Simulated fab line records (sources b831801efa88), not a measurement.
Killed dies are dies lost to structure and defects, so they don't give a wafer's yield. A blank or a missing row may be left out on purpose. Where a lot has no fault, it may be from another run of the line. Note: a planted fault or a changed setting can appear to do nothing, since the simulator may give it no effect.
Matching of chambers    flow gf180mcu    GF_V1_CMP_04 on cmp-02: 4 sister chambers
The step polishes SiO2. 14 wafers are shown with their chamber, then 7 later ones without.

## EACH WAFER AND ITS CHAMBER
wafer   chamber  motor current A (A)  edge zone pressure frac  slurry filter dp kPa (kPa)
L551.3  1        12.8                 0.999                    13.40
L551.4  2        11.8                 0.998                    13.39
L551.6  2        11.4                 0.996                    13.44
L553.2  1        12.6                 0.995                    13.68
L553.3  0        12.9                 0.994                    13.33
L553.5  3        10.2                 1.008                    13.39
L554.3  1        13.5                 1.009                    13.58
L554.5  2        10.9                 1.001                    13.44
L554.6  1        12.1                 1.003                    13.32
L558.2  3        11.3                 0.994                    13.41
L558.4  0        13.0                 0.988                    13.38
L558.6  0        13.4                 0.997                    13.49
L562.2  2        11.3                 0.998                    13.54
L562.3  1        12.7                 0.991                    13.45

SIGNATURES, as means of the wafers listed above
reading                  chamber 0  chamber 1  chamber 2  chamber 3  scatter within a chamber
motor current A          13.100     12.740     11.350     10.750     0.466
edge zone pressure frac  0.99300    0.99940    0.99825    1.00100    0.0059
slurry filter dp kPa     13.4000    13.4860    13.4525    13.4000    0.104
Rule: distance of a wafer from a chamber = root of the sum over the readings of ((wafer's reading minus chamber's mean) / reading's scatter) squared. If the next closest chamber is less than 2 further off than the closest, the wafer can't be placed; otherwise it belongs to the closest. The scatter is the square root of a quotient: the sum, over the shown wafers, of each reading's squared deviation from its chamber's mean, divided by wafers minus chambers.

## WAFERS WITH NO CHAMBER GIVEN
wafer   motor current A (A)  edge zone pressure frac  slurry filter dp kPa (kPa)
L562.6  10.7                 1.005                    13.45
L563.1  12.0                 1.004                    13.36
L563.2  13.0                 0.998                    13.32
L563.5  12.9                 1.004                    13.39
L568.4  11.5                 1.000                    13.36
L568.5  13.0                 1.006                    13.42
L568.6  11.8                 1.006                    13.19

## CHAMBER TAKEN BY EACH
wafer   from the rows above                in truth
L562.6  can't be placed: 3 or 2            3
L563.1  can't be placed: 2 or 1 or 3 or 0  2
L563.2  can't be placed: 0 or 1            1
L563.5  can't be placed: 1 or 0            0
L568.4  can't be placed: 2 or 3 or 1       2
L568.5  can't be placed: 1 or 0            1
L568.6  can't be placed: 2 or 3 or 1 or 0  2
Placed correctly: 0 of 7. Not placeable from these rows: 7 (in 7, the candidates include the true chamber). Wrongly placed: 0.
